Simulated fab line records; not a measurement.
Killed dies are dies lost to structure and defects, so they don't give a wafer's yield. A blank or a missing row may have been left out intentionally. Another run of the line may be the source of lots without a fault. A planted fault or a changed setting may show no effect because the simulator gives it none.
The same fault as seen by 2 desks || flow gf180mcu || each desk holds nothing but its own numbers, with what lay behind them at the end

## METROLOGY DESK
Means of the sampled wafers that have a number, per lot and without regard to the tool the lot ran on: this is what the gauges read. A lot is out of limits, marked OUT, if its mean lies more than 4 standard deviations from the usual mean; the brackets give that distance.
Columns: A = LVPWELL_RS at GF_VT_IMPLANT_RS_MEAS_48, usual 1198 ohm/sq; B = cd_nm at GF_HV_LDD_CD_MEAS_31, usual 401.5 nm
{"lot": "L262", "first seen here": "day 7 16:35", "A": 1198, "B": 400.0}
{"lot": "L264", "first seen here": "day 8 02:32", "A": 1198, "B": 402.8}
{"lot": "L265", "first seen here": "day 8 10:22", "A": 1200, "B": 400.2}
{"lot": "L266", "first seen here": "day 8 17:28", "A": 1206, "B": 398.8}
{"lot": "L267", "first seen here": "day 8 23:43", "A": 1195, "B": 401.7}
{"lot": "L276", "first seen here": "day 11 11:51", "A": 1193, "B": 404.3}
{"lot": "L277", "first seen here": "day 11 18:00", "A": 1200, "B": 402.8}
{"lot": "L278", "first seen here": "day 11 21:28", "A": 1202, "B": 402.8}
{"lot": "L279", "first seen here": "day 12 06:53", "A": 1197, "B": 398.0}
{"lot": "L280", "first seen here": "day 12 13:49", "A": 1196, "B": 400.7}
{"lot": "L282", "first seen here": "day 13 02:19", "A": 1202, "B": 401.3}
{"lot": "L284", "first seen here": "day 13 17:20", "A": 1198, "B": 400.2}
Result from this desk: across the 12 lots, nothing is out of limits.

## FOR THE TOOL OWNER'S DESK: litho_track-04
The tool's own readings at GF_HV_LDD_COAT_02 (resist thk 1000 nm): means of the sampled wafers that have a number, for each lot that ran on this tool. A lot is out of limits, marked OUT, if its mean lies more than 4 standard deviations from the usual mean; the brackets give that distance.
Columns: A = chill_plate_temp_C at GF_HV_LDD_COAT_02, usual 23.00 C; B = dispense_pressure_kPa at GF_HV_LDD_COAT_02, usual 51.6 kPa
{"lot": "L264", "first seen here": "day 10 04:56", "A": 22.97, "B": 53.6}
{"lot": "L265", "first seen here": "day 10 11:52", "A": 23.06, "B": 53.5}
{"lot": "L266", "first seen here": "day 10 20:28", "A": 23.12, "B": 53.6}
{"lot": "L276", "first seen here": "day 13 21:20", "A": 23.10, "B": 53.6}
{"lot": "L280", "first seen here": "day 14 23:37", "A": 22.95, "B": 53.5}
{"lot": "L282", "first seen here": "day 15 17:49", "A": 22.85, "B": 53.5}
{"lot": "L284", "first seen here": "day 16 11:38", "A": 22.99, "B": 53.5}
Result from this desk: across the 7 lots, nothing is out of limits.

## BROUGHT TOGETHER
At the metrology desk, nothing out of limits was observed.
The tool owner's desk saw nothing out of limits.

## WHAT THE SIMULATOR PUT IN
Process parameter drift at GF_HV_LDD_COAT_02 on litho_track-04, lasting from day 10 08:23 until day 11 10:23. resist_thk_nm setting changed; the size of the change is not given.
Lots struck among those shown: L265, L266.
